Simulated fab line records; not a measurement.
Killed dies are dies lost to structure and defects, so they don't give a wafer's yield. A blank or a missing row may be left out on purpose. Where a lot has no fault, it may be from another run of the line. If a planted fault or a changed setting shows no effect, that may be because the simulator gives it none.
Comparing a struck lot with a sound one || flow sky130 || 16 out of 708 route steps
Sound: wafers L214.3, L214.4, L214.5. The struck wafers were L219.2, L219.3, L219.6. The cause is named last.
Each step with rows lists, per side, the tool, then ch with its chambers, then its first start. Under that, the readings that differ: sound wafers || struck wafers || difference of the means || sigmas: that difference in standard deviations of wafers without a fault.
alike: same words and numbers on both sides, and readings whose means sit less than 2 such deviations apart. not compared: any withheld reading, any reading some wafer has no value for, any bound like >300 that may hide the same value, and any number with overlapping values for which the record gives no deviation.
The two part at a step that has a row with sigmas, a row that says differs or no value, or rows on one side only. When numbers do not overlap yet have no deviation, they are printed without sigmas and do not part them. A reading missing from all wafers of one side parts the sides only when that side holds two or more wafers.

SKY_FIELD_ISO_THK_MEAS_04:
  sound on film metro-01 at day 3 00:53; struck on film metro-04 at day 4 01:31
  alike: FIELD_ISO_CVD_03_THK
then, 4 steps without rows for these wafers: SKY_FIELD_ISO_DEHYDRATE_05 (time 60 s); SKY_FIELD_ISO_HMDS_06 (prime time 60 s); SKY_FIELD_ISO_COAT_07 (resist thk 60 nm); SKY_FIELD_ISO_COAT_08 (resist thk 450 nm).
SKY_FIELD_ISO_SOFTBAKE_09: time 94.25 s.
  sound: litho track-01 ch 0; struck: litho track-01 ch 0
  alike: heater power total W, plate sensor t centre C, plate sensor t edge C, resist line temp C
then, 3 steps without rows for these wafers: SKY_FIELD_ISO_EXPOSE_10 (exposes mask FOM, target cd 150 nm); SKY_FIELD_ISO_PEB_11; SKY_FIELD_ISO_DEVELOP_12 (develop time 60 s).
SKY_FIELD_ISO_CD_MEAS_13 targets a cd of 150 nm.
  sound on cd sem-02 at day 3 16:58; struck on cd sem-01 at day 4 18:45
  alike: cd nm
SKY_FIELD_ISO_ETCH_14: etches BARC in N2/H2, stops on SiO2, time 44.48 s, target depth 60 nm.
  sound on rie diel-03 ch 2,3, day 3 17:03; struck on rie diel-03 ch 0,1,2, day 4 18:51
  alike: drypump motor current A, h2 flow sccm, oes product au, throttle valve pct
  not compared: rf hours counter h
SKY_FIELD_ISO_ETCH_15: etches the open film in CHF3/O2, stops on Si, target depth 180 nm, time 72 s.
  sound on rie diel-03 ch 2,3, day 3 17:05; struck on rie diel-03 ch 0,1,2, day 4 18:53
  alike: drypump motor current A, oes product au, throttle valve pct
  not compared: rf hours counter h
SKY_FIELD_ISO_STRIP_16: strips in O2/N2.
  sound on plasma asher-01 ch 0,1, day 3 17:11; struck on plasma asher-01 ch 1, day 4 18:57
  no value came back on the struck wafers for any of 5 readings (chamber pressure mTorr (mTorr), drypump motor current A (A) and others); on the sound wafers chamber pressure mTorr (mTorr) reads 1497.9 1499.2 1500.5
{"reading": "model.KrF-thick_of_FIELD_ISO_COAT_08.thk nm (nm)", "sound": "0 0 0", "struck": "236.7 233.3 236.3", "difference": "+235.4", "sigmas": ""}
  not compared: rf hours counter h
SKY_FIELD_ISO_ETCH_17: etches Si in HBr/Cl2/O2, target depth 342 nm, time 97.7 s.
  sound on rie si-01 ch 0,1,3, day 3 17:15; struck on rie si-01 ch 1,2,3, day 4 19:03
{"reading": "oes product au (a.u.)", "sound": "1.015 1.011 1.010", "struck": "0.999 0.984 0.994", "difference": -0.020, "sigmas": -2}
{"reading": "model.KrF-thick_of_FIELD_ISO_COAT_08.thk nm (nm)", "sound": "0 0 0", "struck": "122.8 121.7 123.1", "difference": "+122.5", "sigmas": ""}
  alike: drypump motor current A, mfc cl2 sccm, throttle valve pct
  not compared: rf hours counter h
then, 1 step without rows for these wafers: SKY_FIELD_ISO_WET_ETCH_18 (etches Si3N4 in H3PO4, target depth 25 nm, time 286 s).
-- a jump in the record: the struck wafers' starts before and after are 44 days apart (it breaks off in module FIELD_ISO and resumes in module PAD_OPEN, where the first step shown is number 708 of the route) --
SKY_PAD_OPEN_PROBE_99:
  sound on prober-01 at day 48 07:28; struck on prober-01 at day 48 23:53
{"reading": "killed at front end", "sound": "17 12 13", "struck": "427 428 426", "difference": "+413", "sigmas": "+96"}
{"reading": "killed dies", "sound": "82 67 91", "struck": "492 492 492", "difference": "+412", "sigmas": "+44"}
{"reading": "killed on rim", "sound": "17 13 17", "struck": "96 96 96", "difference": "+80", "sigmas": "+19"}
  alike: killed_at_M0_to_M3, killed_at_M4_up, killed at contacts, killed at other, killed open, killed short

WHERE THEY PART
First at SKY_FIELD_ISO_STRIP_16; last, within this record, at SKY_PAD_OPEN_PROBE_99.

WHY: the cause the simulator had injected
At SKY_FIELD_ISO_STRIP_16, the step was skipped entirely on plasma asher-01 from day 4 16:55 on. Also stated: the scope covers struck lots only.
